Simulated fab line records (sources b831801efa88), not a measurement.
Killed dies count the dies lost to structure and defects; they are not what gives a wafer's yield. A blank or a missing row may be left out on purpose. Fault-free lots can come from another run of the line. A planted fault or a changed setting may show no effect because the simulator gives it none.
Chamber matching / flow gf180mcu / cmp-02 running GF_V1_CMP_04: 4 sister chambers
The step polishes SiO2. 8 wafers are shown with their chamber, then 8 later ones without.

== EACH WAFER AND ITS CHAMBER ==
wafer=L814.2; chamber=2; motorCurrentA (A)=13.4; timeToEndpointS (s)=81
wafer=L814.6; chamber=2; motorCurrentA (A)=13.5; timeToEndpointS (s)=83
wafer=L820.2; chamber=3; motorCurrentA (A)=15.3; timeToEndpointS (s)=74
wafer=L820.5; chamber=1; motorCurrentA (A)=11.9; timeToEndpointS (s)=79
wafer=L825.2; chamber=0; motorCurrentA (A)=10.2; timeToEndpointS (s)=71
wafer=L825.3; chamber=1; motorCurrentA (A)=11.4; timeToEndpointS (s)=74
wafer=L825.5; chamber=0; motorCurrentA (A)=11.5; timeToEndpointS (s)=83
wafer=L826.1; chamber=3; motorCurrentA (A)=14.8; timeToEndpointS (s)=81

== WAFERS WITH NO CHAMBER GIVEN ==
wafer=L826.3; motorCurrentA (A)=13.8; timeToEndpointS (s)=72
wafer=L826.6; motorCurrentA (A)=12.2; timeToEndpointS (s)=78
wafer=L827.1; motorCurrentA (A)=11.7; timeToEndpointS (s)=66
wafer=L827.5; motorCurrentA (A)=16.6; timeToEndpointS (s)=83
wafer=L827.6; motorCurrentA (A)=11.4; timeToEndpointS (s)=71
wafer=L830.1; motorCurrentA (A)=13.3; timeToEndpointS (s)=77
wafer=L830.3; motorCurrentA (A)=15.3; timeToEndpointS (s)=81
wafer=L830.6; motorCurrentA (A)=14.7; timeToEndpointS (s)=90

== WHICH CHAMBER EACH WENT THROUGH ==
wafer=L826.3; from the rows above=can't be placed: 2 or 3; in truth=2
wafer=L826.6; from the rows above=can't be placed: 1 or 2 or 0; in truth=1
wafer=L827.1; from the rows above=can't be placed: 1 or 0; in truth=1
wafer=L827.5; from the rows above=3; in truth=3
wafer=L827.6; from the rows above=can't be placed: 1 or 0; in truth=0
wafer=L830.1; from the rows above=2; in truth=2
wafer=L830.3; from the rows above=3; in truth=3
wafer=L830.6; from the rows above=can't be placed: 3 or 2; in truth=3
3 of 8 placed correctly. These rows do not allow placing 5 (true chamber among the candidates in 5). Placed wrongly: 0.
How it was worked out, from the rows above alone: a wafer's distance from a chamber is the root of the sum, over the readings, of the square of ((its reading less the chamber's mean) divided by the reading's scatter). If the next closest chamber is less than 2 further off than the closest, the wafer can't be placed; otherwise it belongs to the closest. Each chamber's mean is taken over the wafers shown for it. The scatter is the square root of a quotient: the sum, over the shown wafers, of each reading's squared deviation from its chamber's mean, divided by wafers minus chambers.
